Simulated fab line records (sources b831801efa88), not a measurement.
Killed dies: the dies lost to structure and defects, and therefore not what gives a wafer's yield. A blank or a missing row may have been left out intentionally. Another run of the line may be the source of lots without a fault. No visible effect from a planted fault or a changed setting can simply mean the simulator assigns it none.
The same fault as seen by 2 desks -- flow gf180mcu -- only its own numbers are on each desk; what lay behind them is given at the end

== THE TOOL OWNER'S DESK: implanter-02 ==
GF_HV_LDD_IMPLANT_34, tool's own readings: per-lot mean of the sampled wafers with a number, covering each lot this tool ran. If a lot's mean is further than 4 standard deviations from the usual mean, the lot is out of limits and carries the mark OUT (the distance appears in the brackets).
Columns: A = doseIonsCm2 at GF_HV_LDD_IMPLANT_34, usual 7.5e+12; B = faradayCurrentUA at GF_HV_LDD_IMPLANT_34, usual 42.2
lot,first seen here,A,B
L290,day 11 12:53,7.5e+12,41.3
L293,day 12 09:45,7.5e+12,42.4
L294,day 12 23:50,7.5e+12,41.9
L295,day 13 06:41,7.5e+12,42.6
L296,day 13 13:47,7.5e+12,42.1
L300,day 14 20:11,7.5e+12,41.7
L304,day 16 04:28,8.5e+12 (+99 or more) OUT,49.1 (+8.7) OUT
L305,day 16 09:42,8.5e+12 (+99 or more) OUT,47.9 (+7.2) OUT
L306,day 16 17:26,8.5e+12 (+99 or more) OUT,47.7 (+7.0) OUT
This desk's finding: out of limits on L304, L305, L306; first on L304, day 16 04:28 (doseIonsCm2 at GF_HV_LDD_IMPLANT_34). Within limits: L290, L293, L294, L295, L296, L300.

== METROLOGY DESK ==
Means of the sampled wafers that have a number, per lot and without regard to the tool the lot ran on: this is what the gauges read. If a lot's mean is further than 4 standard deviations from the usual mean, the lot is out of limits and carries the mark OUT (the distance appears in the brackets).
Columns: A = HV_LDD_RS at GF_HV_LDD_RS_MEAS_53, usual 418.6 ohm/sq; B = V1_BOW at GF_V1_BOW_MEAS_05, usual 82 um
lot,first seen here,A,B
L290,day 12 09:25,419.2,80
L291,day 12 20:01,418.6,77
L293,day 13 06:28,418.5,83
L294,day 13 20:56,419.8,85
L295,day 14 03:46,419.0,89
L296,day 14 10:39,419.7,86
L297,day 14 22:16,419.5,79
L298,day 15 03:19,418.3,79
L300,day 15 18:53,417.5,81
L304,day 17 04:20,415.5,80
L305,day 17 09:50,416.6,85
L306,day 17 17:07,415.4,69
L312,day 19 18:52,417.7,79
This desk found nothing out of limits on any of the 13 lots.

== PUT TOGETHER ==
On L304, L305, L306, at day 16 04:28, an alarm was possible from the tool owner's desk.
From the metrology desk's view, nothing was out of limits.
The metrology desk has L304, L305, L306 on record, within its limits.
All the named lots went through GF_HV_LDD_IMPLANT_34 on implanter-02.

== WHAT THE SIMULATOR HAD PUT IN ==
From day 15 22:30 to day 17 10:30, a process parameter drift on implanter-02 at GF_HV_LDD_IMPLANT_34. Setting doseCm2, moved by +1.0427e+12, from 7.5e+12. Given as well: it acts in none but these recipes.
Shown lots that were struck: L304, L305, L306.
How many hours passed from the start of the fault until each desk's first out-of-limits reading: the tool owner's desk, 6.
